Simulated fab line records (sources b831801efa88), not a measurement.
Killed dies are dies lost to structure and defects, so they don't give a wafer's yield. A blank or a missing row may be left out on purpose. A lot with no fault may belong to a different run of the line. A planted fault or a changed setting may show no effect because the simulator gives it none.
Matching of chambers | flow sky130 | SKY_VIA2_CMP_24 on cmp-02: 4 sister chambers
The step polishes, stops on SiO2, t overpolish 20 s, target thk 0 nm. 8 wafers are shown with their chamber, then 9 later ones without.

## WAFERS, EACH WITH ITS CHAMBER
wafer  | chamber | motorCurrentA (A) | timeToEndpointS (s)
L145.2 | 0       | 11.0              | 97
L146.6 | 1       | 10.9              | 103
L152.3 | 3       | 10.4              | 101
L152.5 | 1       | 11.8              | 104
L152.6 | 2       | 10.0              | 113
L153.1 | 2       | 10.7              | 111
L153.3 | 0       | 11.3              | 105
L153.6 | 3       | 10.1              | 107

## WAFERS WITHOUT THEIR CHAMBER
wafer  | motorCurrentA (A) | timeToEndpointS (s)
L155.3 | 9.9               | 112
L155.5 | 11.0              | 103
L155.6 | 9.8               | 101
L158.2 | 10.1              | 112
L158.5 | 11.4              | 106
L158.6 | 11.7              | 108
L161.1 | 10.0              | 101
L161.5 | 9.6               | 112
L161.6 | 12.0              | 107

## WHICH CHAMBER EACH ONE RAN IN
wafer  | from the rows above          | in truth
L155.3 | can't be placed: 2 or 3      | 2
L155.5 | can't be placed: 0 or 1 or 3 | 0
L155.6 | can't be placed: 3 or 0 or 2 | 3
L158.2 | can't be placed: 2 or 3      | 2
L158.5 | can't be placed: 1 or 0      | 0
L158.6 | can't be placed: 1 or 0 or 2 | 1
L161.1 | can't be placed: 3 or 0      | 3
L161.5 | can't be placed: 2 or 3      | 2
L161.6 | can't be placed: 1 or 0      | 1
Correct placement for 0 of the 9. These rows do not allow placing 9 (true chamber among the candidates in 9). 0 placed wrongly.
How it was worked out, from the rows above alone: a wafer's distance from a chamber is the root of the sum, over the readings, of the square of ((its reading less the chamber's mean) divided by the reading's scatter). The wafer belongs to the nearest chamber; if the next one is less than 2 further off, it can't be placed. For every chamber, the mean is computed from those of its wafers that are shown. The scatter: take each reading less its chamber's mean, square it, sum over the shown wafers, divide by the number of wafers less the number of chambers, and take the root.
